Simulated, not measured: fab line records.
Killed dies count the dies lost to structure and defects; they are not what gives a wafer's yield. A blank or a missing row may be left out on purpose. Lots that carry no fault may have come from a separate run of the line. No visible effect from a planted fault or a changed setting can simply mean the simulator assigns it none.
Matching of chambers / flow gf180mcu / GF_STI_ETCH_14 on rie-si-02 has 4 sister chambers
The step etches Si in HBr/Cl2/O2, target depth 360 nm, time 102.9 s. 8 wafers are shown with their chamber, then 7 later ones without.

WAFERS PAIRED WITH THEIR CHAMBERS
wafer=L548.5; chamber=1; drypump-motor-current-A (A)=5.32; run-length-s (s)=132.0
wafer=L549.1; chamber=0; drypump-motor-current-A (A)=5.84; run-length-s (s)=130.8
wafer=L549.5; chamber=2; drypump-motor-current-A (A)=6.02; run-length-s (s)=131.0
wafer=L550.5; chamber=1; drypump-motor-current-A (A)=5.32; run-length-s (s)=131.7
wafer=L550.6; chamber=0; drypump-motor-current-A (A)=5.82; run-length-s (s)=131.0
wafer=L559.6; chamber=2; drypump-motor-current-A (A)=6.04; run-length-s (s)=131.1
wafer=L564.4; chamber=3; drypump-motor-current-A (A)=5.67; run-length-s (s)=131.2
wafer=L564.5; chamber=3; drypump-motor-current-A (A)=5.69; run-length-s (s)=130.9

WAFERS WITH NO CHAMBER GIVEN
wafer=L564.6; drypump-motor-current-A (A)=5.85; run-length-s (s)=130.8
wafer=L566.3; drypump-motor-current-A (A)=5.67; run-length-s (s)=130.7
wafer=L566.4; drypump-motor-current-A (A)=6.03; run-length-s (s)=131.2
wafer=L566.6; drypump-motor-current-A (A)=5.68; run-length-s (s)=130.6
wafer=L570.2; drypump-motor-current-A (A)=5.36; run-length-s (s)=131.6
wafer=L570.4; drypump-motor-current-A (A)=5.69; run-length-s (s)=130.8
wafer=L570.6; drypump-motor-current-A (A)=5.85; run-length-s (s)=130.8

WHICH CHAMBER EACH ONE RAN IN
wafer=L564.6; from the rows above=0; in truth=0
wafer=L566.3; from the rows above=3; in truth=3
wafer=L566.4; from the rows above=2; in truth=2
wafer=L566.6; from the rows above=3; in truth=3
wafer=L570.2; from the rows above=1; in truth=1
wafer=L570.4; from the rows above=3; in truth=3
wafer=L570.6; from the rows above=0; in truth=0
Correct placement for 7 of the 7. Number that these rows cannot place: 0. Placed wrongly: 0.
How it was worked out, from the rows above alone: a wafer's distance from a chamber is the root of the sum, over the readings, of the square of ((its reading less the chamber's mean) divided by the reading's scatter). The wafer belongs to the nearest chamber; if the next one is less than 2 further off, it can't be placed. Each chamber's mean is taken over the wafers shown for it. The scatter: the root of (the sum of the squares of (reading less its chamber's mean) over the shown wafers, divided by (wafers less chambers)).
